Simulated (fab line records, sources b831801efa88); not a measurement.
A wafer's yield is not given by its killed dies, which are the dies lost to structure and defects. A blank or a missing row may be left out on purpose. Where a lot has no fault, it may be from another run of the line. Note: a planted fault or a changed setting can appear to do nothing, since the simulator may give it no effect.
Lot-split experiment :: flow gf180mcu :: route with 602 steps; 5 lots, 23 wafers read

## THE SPLIT
At GF_POLY_GATE_PEB_08 (peb time 90 s), the setting peb temp c was moved away from the recipe's 135 C on 4 of the 23 wafers read, by +1.3% to +2.6%. For the rest of the wafers, this setting stayed at what the recipe calls for.

## FROM THE SPLIT TO THE READING: what the file shows between them, 1 step
- GF_POLY_GATE_DEVELOP_09: develop time 60 s

## THE READING
cd nm at GF_POLY_GATE_CD_MEAS_10, given in nm (cd target 280 nm). On this fab line, fault-free wafers typically give 280.2 nm with a standard deviation of 1.1 nm.

wafer: L074.1
tool, chamber at the split: litho track-02, 0
peb temp c as run, C: 135
against the recipe: recipe
cd nm, nm: 280.4
against lot-mates on the recipe: -

wafer: L074.2
tool, chamber at the split: litho track-02, 0
peb temp c as run, C: 135
against the recipe: recipe
cd nm, nm: 279.9
against lot-mates on the recipe: -

wafer: L074.4
tool, chamber at the split: litho track-02, 0
peb temp c as run, C: 135
against the recipe: recipe
cd nm, nm: 279.0
against lot-mates on the recipe: -

wafer: L074.5
tool, chamber at the split: litho track-02, 0
peb temp c as run, C: 135
against the recipe: recipe
cd nm, nm: 279.9
against lot-mates on the recipe: -

wafer: L074.6
tool, chamber at the split: litho track-02, 0
peb temp c as run, C: 135
against the recipe: recipe
cd nm, nm: 280.7
against lot-mates on the recipe: -

wafer: L075.1
tool, chamber at the split: litho track-01, 0
peb temp c as run, C: 135
against the recipe: recipe
cd nm, nm: 279.7
against lot-mates on the recipe: -

wafer: L075.5
tool, chamber at the split: litho track-01, 0
peb temp c as run, C: 135
against the recipe: recipe
cd nm, nm: 280.8
against lot-mates on the recipe: -

wafer: L075.6
tool, chamber at the split: litho track-01, 0
peb temp c as run, C: 135
against the recipe: recipe
cd nm, nm: 280.1
against lot-mates on the recipe: -

wafer: L078.1
tool, chamber at the split: litho track-01, 0
peb temp c as run, C: 135
against the recipe: recipe
cd nm, nm: 282.0
against lot-mates on the recipe: -

wafer: L078.3
tool, chamber at the split: litho track-01, 0
peb temp c as run, C: 135
against the recipe: recipe
cd nm, nm: 282.5
against lot-mates on the recipe: -

wafer: L078.4
tool, chamber at the split: litho track-01, 0
peb temp c as run, C: 138.5
against the recipe: +2.6%
cd nm, nm: 273.6
against lot-mates on the recipe: -8.0

wafer: L078.5
tool, chamber at the split: litho track-01, 0
peb temp c as run, C: 135
against the recipe: recipe
cd nm, nm: 280.2
against lot-mates on the recipe: -

wafer: L078.6
tool, chamber at the split: litho track-01, 0
peb temp c as run, C: 138.5
against the recipe: +2.6%
cd nm, nm: 272.6
against lot-mates on the recipe: -9.0

wafer: L079.1
tool, chamber at the split: litho track-02, 0
peb temp c as run, C: 135
against the recipe: recipe
cd nm, nm: 280.1
against lot-mates on the recipe: -

wafer: L079.3
tool, chamber at the split: litho track-02, 0
peb temp c as run, C: 135
against the recipe: recipe
cd nm, nm: 279.9
against lot-mates on the recipe: -

wafer: L079.4
tool, chamber at the split: litho track-02, 0
peb temp c as run, C: 135
against the recipe: recipe
cd nm, nm: 280.5
against lot-mates on the recipe: -

wafer: L079.5
tool, chamber at the split: litho track-02, 0
peb temp c as run, C: 135
against the recipe: recipe
cd nm, nm: 280.4
against lot-mates on the recipe: -

wafer: L079.6
tool, chamber at the split: litho track-02, 0
peb temp c as run, C: 135
against the recipe: recipe
cd nm, nm: 279.5
against lot-mates on the recipe: -

wafer: L085.1
tool, chamber at the split: litho track-02, 0
peb temp c as run, C: 136.7
against the recipe: +1.3%
cd nm, nm: 276.2
against lot-mates on the recipe: -4.8

wafer: L085.3
tool, chamber at the split: litho track-02, 0
peb temp c as run, C: 135
against the recipe: recipe
cd nm, nm: 280.8
against lot-mates on the recipe: -

wafer: L085.4
tool, chamber at the split: litho track-02, 0
peb temp c as run, C: 135
against the recipe: recipe
cd nm, nm: 281.6
against lot-mates on the recipe: -

wafer: L085.5
tool, chamber at the split: litho track-02, 0
peb temp c as run, C: 136.7
against the recipe: +1.3%
cd nm, nm: 275.9
against lot-mates on the recipe: -5.1

wafer: L085.6
tool, chamber at the split: litho track-02, 0
peb temp c as run, C: 135
against the recipe: recipe
cd nm, nm: 280.7
against lot-mates on the recipe: -

FIT RESULTS
A straight line over all 23 wafers: cd nm changes by -2.95 nm for each +1% of peb temp c; r = -0.94; the points scatter about the line by 0.84 nm.
The same after taking each lot's own level away (the mean of its wafers on the recipe; 23 wafers): -3.38 nm for each +1%; r = -0.98; scatter 0.62 nm.
That fit puts the effect of the largest move of peb temp c on the reading at 8.8 nm.
Across the lots, their own levels run from 279.98 to 281.57 nm, a range of 1.4 times the standard deviation given above.
In other words, the slope is changed by the lot-to-lot level; the two fits disagree.
Check: with one of the wafers moved furthest among these (+2.6%) left out of the fit, the line predicts -9.37 nm for it against its lot-mates. Against them it came out at -7.97 nm.

## THE WHOLE CHAIN: every reading that the file lists as answering this split, in the file's order
step: GF_POLY_GATE_CD_MEAS_10
what it does: target cd 280 nm
reading: cd nm
change (the file's fit): -3.39 nm for each +1% of the setting
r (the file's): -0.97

step: GF_POLY_GATE_ETCH_12
what it does: etches BARC in N2/H2
reading: POLY_GATE.cd nm (the simulator's own value, which no gauge read)
change (the file's fit): -3.14 nm for each +1% of the setting
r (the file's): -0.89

## THE FILE'S OWN FIT
cd nm changes by -3.39 nm for each +1% of peb temp c, r = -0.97.
